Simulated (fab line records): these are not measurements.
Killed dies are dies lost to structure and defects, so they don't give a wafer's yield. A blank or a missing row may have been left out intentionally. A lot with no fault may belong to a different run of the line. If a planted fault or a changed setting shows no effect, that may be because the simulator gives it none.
Matching of chambers -- flow sky130 -- SKY_VIA3_HDPCVD_00 on hdpcvd-02: 3 sister chambers
The step deposits SiO2, target thk 1635 nm, time 272.5 s. 3 wafers are shown with their chamber, then 7 later ones without.

## EACH WAFER AND ITS CHAMBER
wafer,chamber,run-length-s (s)
L635.2,0,299.9
L635.4,2,299.7
L636.5,1,300.0

## WAFERS WHOSE CHAMBER IS MISSING
wafer,run-length-s (s)
L636.6,299.1
L637.2,300.1
L637.3,299.1
L637.5,300.1
L641.1,300.5
L641.2,299.2
L641.3,300.1

## EACH ONE'S CHAMBER
wafer,from the rows above,in truth
L636.6,can't be placed: 2 or 0 or 1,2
L637.2,can't be placed: 1 or 0 or 2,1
L637.3,can't be placed: 2 or 0 or 1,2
L637.5,can't be placed: 1 or 0 or 2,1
L641.1,can't be placed: 1 or 0 or 2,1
L641.2,can't be placed: 2 or 0 or 1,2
L641.3,can't be placed: 1 or 0 or 2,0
Correctly placed: 0 of 7. Can't be placed from these rows: 7 (the true chamber is among the candidates in 7). Placed wrongly: 0.
How it was worked out, from the rows above alone: a wafer's distance from a chamber is the root of the sum, over the readings, of the square of ((its reading less the chamber's mean) divided by the reading's scatter). The wafer belongs to the nearest chamber; if the next one is less than 2 further off, it can't be placed. For every chamber, the mean is computed from those of its wafers that are shown. The scatter (one wafer shown for each chamber): square how far every hidden wafer sits from the nearest shown wafer, average those squares and take the square root.
